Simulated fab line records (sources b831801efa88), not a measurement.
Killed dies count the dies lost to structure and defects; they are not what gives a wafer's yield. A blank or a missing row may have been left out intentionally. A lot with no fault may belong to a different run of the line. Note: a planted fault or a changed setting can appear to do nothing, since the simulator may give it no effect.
Check of tool commonality    flow sky130    10 lots, 30 wafers sampled

REASON FOR OPENING
At SKY_METAL5_THK_MEAS_06 the reading METAL5_ALCU_THK is flagged on 3 of 10 lots. Fault-free wafers read 1148 nm, with a standard deviation of 12.
Rule: flag the lot when none of its wafers has a number, or when each of its wafers that has one lies beyond 4 standard deviations from that mean. As for the other lots, they are considered sound.

lot   measured      on            METAL5_ALCU_THK (nm), wafer by wafer  flag
L862  day 42 15:31  filmMetro-02  1158 1148 1156                        
L863  day 42 21:10  filmMetro-02  1155 1146 1151                        
L865  day 43 18:53  filmMetro-03  1351 1374 1348                        FLAGGED
L866  day 44 01:46  filmMetro-01  1383 1375 1364                        FLAGGED
L867  day 44 02:13  filmMetro-01  1332 1332 1351                        FLAGGED
L877  day 46 18:32  filmMetro-02  1137 1136 1136                        
L878  day 47 03:20  filmMetro-01  1156 1151 1156                        
L881  day 47 18:04  filmMetro-02  1158 1154 1140                        
L884  day 48 10:35  filmMetro-02  1132 1139 1141                        
L885  day 48 12:44  filmMetro-02  1147 1167 1149                        
On average the flagged lots' numbers are 1357 nm, which is +209 nm against the usual, or +17 standard deviations.

WHICH TOOL EACH LOT WENT THROUGH
The record holds 4 process steps before the reading, out of a route of 708 steps. Read each cell as the tool, then ch plus the chambers that the sampled wafers visited, then the start.
lot   flag     SKY_METAL4_SPUTTER_02        SKY_VIA4_ETCH_12                   SKY_METAL5_SPUTTER_02        SKY_METAL5_SPUTTER_04
L862           pvdSputter-03, day 39 10:50  rieDiel-02 ch 2,3, day 42 13:50    pvdSputter-04, day 42 15:17  pvdSputter-04, day 42 15:21
L863           pvdSputter-03, day 39 16:28  rieDiel-01 ch 0,2, day 42 19:29    pvdSputter-01, day 42 20:56  pvdSputter-01, day 42 21:00
L865  FLAGGED  pvdSputter-01, day 40 14:26  rieDiel-02 ch 0,1,3, day 43 16:53  pvdSputter-01, day 43 18:38  pvdSputter-01, day 43 18:43
L866  FLAGGED  pvdSputter-03, day 40 22:11  rieDiel-04 ch 0,3, day 44 00:02    pvdSputter-01, day 44 01:31  pvdSputter-01, day 44 01:35
L867  FLAGGED  pvdSputter-01, day 40 23:25  rieDiel-01 ch 1,2, day 44 00:30    pvdSputter-04, day 44 01:58  pvdSputter-04, day 44 02:02
L877           pvdSputter-04, day 43 22:21  rieDiel-04 ch 0,1,3, day 46 16:54  pvdSputter-04, day 46 18:19  pvdSputter-04, day 46 18:23
L878           pvdSputter-03, day 44 07:56  rieDiel-01 ch 1,2, day 47 01:38    pvdSputter-01, day 47 03:05  pvdSputter-01, day 47 03:10
L881           pvdSputter-01, day 44 23:49  rieDiel-01 ch 1,2, day 47 15:24    pvdSputter-01, day 47 17:50  pvdSputter-01, day 47 17:53
L884           pvdSputter-03, day 45 18:49  rieDiel-04 ch 0,1, day 48 08:47    pvdSputter-04, day 48 10:20  pvdSputter-04, day 48 10:25
L885           pvdSputter-04, day 45 20:12  rieDiel-01 ch 1,2, day 48 11:05    pvdSputter-01, day 48 12:30  pvdSputter-01, day 48 12:34
What is done by these steps:
- SKY_METAL4_SPUTTER_02: material AlCu, target thk 735 nm, time 39.1 s.
- SKY_VIA4_ETCH_12: etches SiO2 in C4F8/O2/Ar, stops on TiN, target depth 580 nm.
- SKY_METAL5_SPUTTER_02: material AlCu, target thk 1150 nm, time 61.2 s.
- SKY_METAL5_SPUTTER_04: material TiN, target thk 70 nm, time 58.3 s.
- SKY_METAL5_THK_MEAS_06: measures by xrf.

FLAGGED AGAINST TOTAL, ONE TOOL AT A TIME (gauges that did the reading follow at the end)
step                    tool           lots run  flagged  share of the flagged lots  sound lots run after its first flagged lot
SKY_METAL4_SPUTTER_02   pvdSputter-01  3         2        some                       1 (L881)
SKY_METAL4_SPUTTER_02   pvdSputter-03  5         1        some                       2 (L878,L884)
SKY_METAL4_SPUTTER_02   pvdSputter-04  2         0        none                       -
SKY_VIA4_ETCH_12        rieDiel-01     5         1        some                       3 (L878,L881,L885)
SKY_VIA4_ETCH_12        rieDiel-02     2         1        some                       0
SKY_VIA4_ETCH_12        rieDiel-04     3         1        some                       2 (L877,L884)
SKY_METAL5_SPUTTER_02   pvdSputter-01  6         2        some                       3 (L878,L881,L885)
SKY_METAL5_SPUTTER_02   pvdSputter-04  4         1        some                       2 (L877,L884)
SKY_METAL5_SPUTTER_04   pvdSputter-01  6         2        some                       3 (L878,L881,L885)
SKY_METAL5_SPUTTER_04   pvdSputter-04  4         1        some                       2 (L877,L884)
SKY_METAL5_THK_MEAS_06  filmMetro-01   3         2        some                       1 (L878)
SKY_METAL5_THK_MEAS_06  filmMetro-02   6         0        none                       -
SKY_METAL5_THK_MEAS_06  filmMetro-03   1         1        some                       0

THE TABLE: WHAT IT ALLOWS
No row of the table ran every flagged lot.

WHAT HAD BEEN PUT IN BY THE SIMULATOR
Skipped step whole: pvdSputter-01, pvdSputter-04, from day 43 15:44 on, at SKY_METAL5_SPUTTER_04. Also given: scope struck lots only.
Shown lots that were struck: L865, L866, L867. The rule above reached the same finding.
